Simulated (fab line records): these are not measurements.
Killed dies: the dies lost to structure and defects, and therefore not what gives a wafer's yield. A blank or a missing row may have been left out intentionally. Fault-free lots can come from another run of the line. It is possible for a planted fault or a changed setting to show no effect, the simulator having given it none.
One fault seen from 2 desks -- flow gf180mcu -- each desk has only its own numbers; what lay behind them comes last

## METROLOGY DESK
Means of the sampled wafers that have a number, per lot and without regard to the tool the lot ran on: this is what the gauges read. A lot is out of limits, marked OUT, if its mean lies more than 4 standard deviations from the usual mean; the brackets give that distance.
Columns: A = V1_OVL at GF_V1_OVL_MEAS_15, usual -2 nm; B = V2_BOW at GF_V2_BOW_MEAS_05, usual 98 um
lot,first seen here,A,B
L872,day 18 01:58,-1,103
L873,day 18 09:20,3,96
L874,day 18 22:07,-5,102
L875,day 19 04:49,-4,89
L877,day 20 04:00,1,98
L878,day 20 08:49,-1,105
L880,day 21 09:04,-2,105
L881,day 21 17:26,-1,101
L888,day 23 22:47,-3,106
L890,day 24 20:28,-2,96
L893,day 25 12:36,-7,89
L895,day 26 00:00,-2,93
L894,day 26 03:42,3,97
This desk found nothing out of limits on any of the 13 lots.

## FOR THE TOOL OWNER'S DESK: pecvd-02
The tool's own readings at GF_V1_CVD_02 (deposits SiO2 from TEOS, target thk 850 nm, time 94.851 s): means of the sampled wafers that have a number, for each lot that ran on this tool. A lot is out of limits, marked OUT, if its mean lies more than 4 standard deviations from the usual mean; the brackets give that distance.
Columns: A = heater power w at GF_V1_CVD_02, usual 657 W; B = run length s at GF_V1_CVD_02, usual 122.5 s
lot,first seen here,A,B
L874,day 17 22:05,668,122.8
L877,day 19 02:43,692,122.6
L878,day 19 07:53,774,122.5
L880,day 20 08:54,636,125.7 (+4.9) OUT
L881,day 20 17:08,720,125.7 (+4.9) OUT
L890,day 23 22:16,815,122.6
L893,day 24 14:37,723,123.6
This desk's verdict: out of limits on L880, L881, starting with L880 at day 20 08:54 (run length s at GF_V1_CVD_02). L874, L877, L878, L890, L893 stayed within limits.

## PUT TOGETHER
On L880, L881, at day 20 08:54, an alarm was possible from the tool owner's desk.
From the metrology desk's view, nothing was out of limits.
The metrology desk has L880, L881 on record, within its limits.
Of the lots named, all ran GF_V1_CVD_02 on pecvd-02.

## WHAT THE SIMULATOR HAD PUT IN
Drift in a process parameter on pecvd-02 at GF_V1_CVD_02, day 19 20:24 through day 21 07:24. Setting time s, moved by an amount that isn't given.
Struck lots among those shown: L880, L881.
Each desk's first reading out of limits, in hours after the fault started: the tool owner's desk, 12.
